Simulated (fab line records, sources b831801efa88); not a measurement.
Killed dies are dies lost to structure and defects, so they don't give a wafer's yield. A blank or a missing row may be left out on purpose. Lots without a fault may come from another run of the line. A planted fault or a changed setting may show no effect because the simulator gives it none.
Tool commonality check | flow gf180mcu | 13 lots, 39 wafers sampled

WHY IT WAS OPENED
At GF_HV_LDD_TW_MEAS_11 the reading HV_LDD_TW is flagged on 1 of 13 lots. Wafers without a fault read 2421, standard deviation 18.
Rule: a lot is flagged when every wafer of it that has a number lies more than 4 standard deviations from that mean, or none has a number. The other lots count as sound.

lot  | measured     | on            | HV_LDD_TW, wafer by wafer | flag
L961 | day 10 00:24 | film_metro-04 | 2404 2405 2409            |
L962 | day 10 10:56 | film_metro-04 | 2398 2409 2404            |
L964 | day 11 05:47 | film_metro-02 | 2437 2430 2420            |
L965 | day 11 11:59 | film_metro-01 | 2414 2421 2410            |
L967 | day 11 23:39 | film_metro-02 | 2450 2446 2438            |
L968 | day 12 02:31 | film_metro-01 | 2438 2420 2443            |
L969 | day 12 11:34 | film_metro-02 | 2437 2429 2425            |
L970 | day 12 16:44 | film_metro-04 | 2405 2393 2388            |
L977 | day 14 23:58 | film_metro-01 | 30 30 30                  | FLAGGED
L981 | day 16 04:56 | film_metro-04 | 2397 2409 2407            |
L982 | day 16 11:57 | film_metro-02 | 2427 2428 2432            |
L983 | day 16 21:15 | film_metro-04 | 2404 2408 2404            |
L984 | day 17 02:43 | film_metro-04 | 2398 2405 2396            |
The numbers of the flagged lots are 30 on average: -2391 against the usual, or -99 or more standard deviations.

WHICH TOOL RAN EACH LOT
The record holds 2 process steps before the reading, out of a route of 602 steps. In each cell: the tool, then ch and the chambers that the sampled wafers went through, then the start.
lot  | flag    | GF_VT_IMPLANT_RTA_45             | GF_HV_LDD_EXPOSE_04
L961 |         | rtp_anneal-02 ch 0, day 7 13:28  | iline_stepper-01 ch 0, day 9 15:35
L962 |         | rtp_anneal-02 ch 0, day 7 22:18  | iline_stepper-02 ch 0, day 10 01:28
L964 |         | rtp_anneal-01 ch 0, day 8 09:54  | iline_stepper-02 ch 0, day 10 20:05
L965 |         | rtp_anneal-02 ch 0, day 8 17:23  | iline_stepper-02 ch 0, day 11 02:29
L967 |         | rtp_anneal-02 ch 0, day 9 07:41  | iline_stepper-01 ch 0, day 11 13:35
L968 |         | rtp_anneal-01 ch 0, day 9 11:02  | iline_stepper-02 ch 0, day 11 16:28
L969 |         | rtp_anneal-02 ch 0, day 9 18:52  | iline_stepper-02 ch 0, day 12 01:45
L970 |         | rtp_anneal-01 ch 0, day 10 01:14 | iline_stepper-01 ch 0, day 12 06:33
L977 | FLAGGED | rtp_anneal-02 ch 0, day 12 01:02 | iline_stepper-01 ch 0, day 14 13:13
L981 |         | rtp_anneal-02 ch 0, day 13 03:44 | iline_stepper-02 ch 0, day 15 18:23
L982 |         | rtp_anneal-01 ch 0, day 13 10:18 | iline_stepper-02 ch 0, day 16 00:17
L983 |         | rtp_anneal-02 ch 0, day 13 18:53 | iline_stepper-02 ch 0, day 16 09:41
L984 |         | rtp_anneal-01 ch 0, day 14 01:17 | iline_stepper-02 ch 0, day 16 15:34
What these steps do:
- GF_VT_IMPLANT_RTA_45: time 30 s.
- GF_HV_LDD_EXPOSE_04: exposes mask Nplus LV AREA, target cd 400 nm.
- GF_HV_LDD_TW_MEAS_11

FLAGGED OVER TOTAL, TOOL BY TOOL (the gauges that took the reading come last)
step                 | tool             | lots run | flagged | share of the flagged lots | sound lots run after its first flagged lot
GF_VT_IMPLANT_RTA_45 | rtp_anneal-01    | 5        | 0       | none                      | -
GF_VT_IMPLANT_RTA_45 | rtp_anneal-02    | 8        | 1       | all                       | 2 (L981,L983)
GF_HV_LDD_EXPOSE_04  | iline_stepper-01 | 4        | 1       | all                       | 0
GF_HV_LDD_EXPOSE_04  | iline_stepper-02 | 9        | 0       | none                      | -
GF_HV_LDD_TW_MEAS_11 | film_metro-01    | 3        | 1       | all                       | 0
GF_HV_LDD_TW_MEAS_11 | film_metro-02    | 4        | 0       | none                      | -
GF_HV_LDD_TW_MEAS_11 | film_metro-04    | 6        | 0       | none                      | -

WHAT THE TABLE ALLOWS
3 rows of the table ran every flagged lot: rtp_anneal-02 at GF_VT_IMPLANT_RTA_45, iline_stepper-01 at GF_HV_LDD_EXPOSE_04, film_metro-01 at GF_HV_LDD_TW_MEAS_11.
- rtp_anneal-02 at GF_VT_IMPLANT_RTA_45: 1 of its 8 lots flagged. Sound lots ran on it after the first flagged one (L981, L983), which a lasting fault on the whole tool wouldn't allow.
- iline_stepper-01 at GF_HV_LDD_EXPOSE_04: 1 of its 4 lots flagged. Its last sound lot is L970 (day 12 06:33), its first flagged lot L977 (day 14 13:13): a fault that began between those two fits.
- film_metro-01 at GF_HV_LDD_TW_MEAS_11: 1 of its 3 lots flagged. Its last sound lot is L968 (day 12 02:31), its first flagged lot L977 (day 14 23:58): a fault that began between those two fits.
Counting lots can't tell these 2 tools apart, because each fits a fault that began at some hour. More lots, or a look at what each step does to the wafer, might.

WHAT THE SIMULATOR HAD PUT IN
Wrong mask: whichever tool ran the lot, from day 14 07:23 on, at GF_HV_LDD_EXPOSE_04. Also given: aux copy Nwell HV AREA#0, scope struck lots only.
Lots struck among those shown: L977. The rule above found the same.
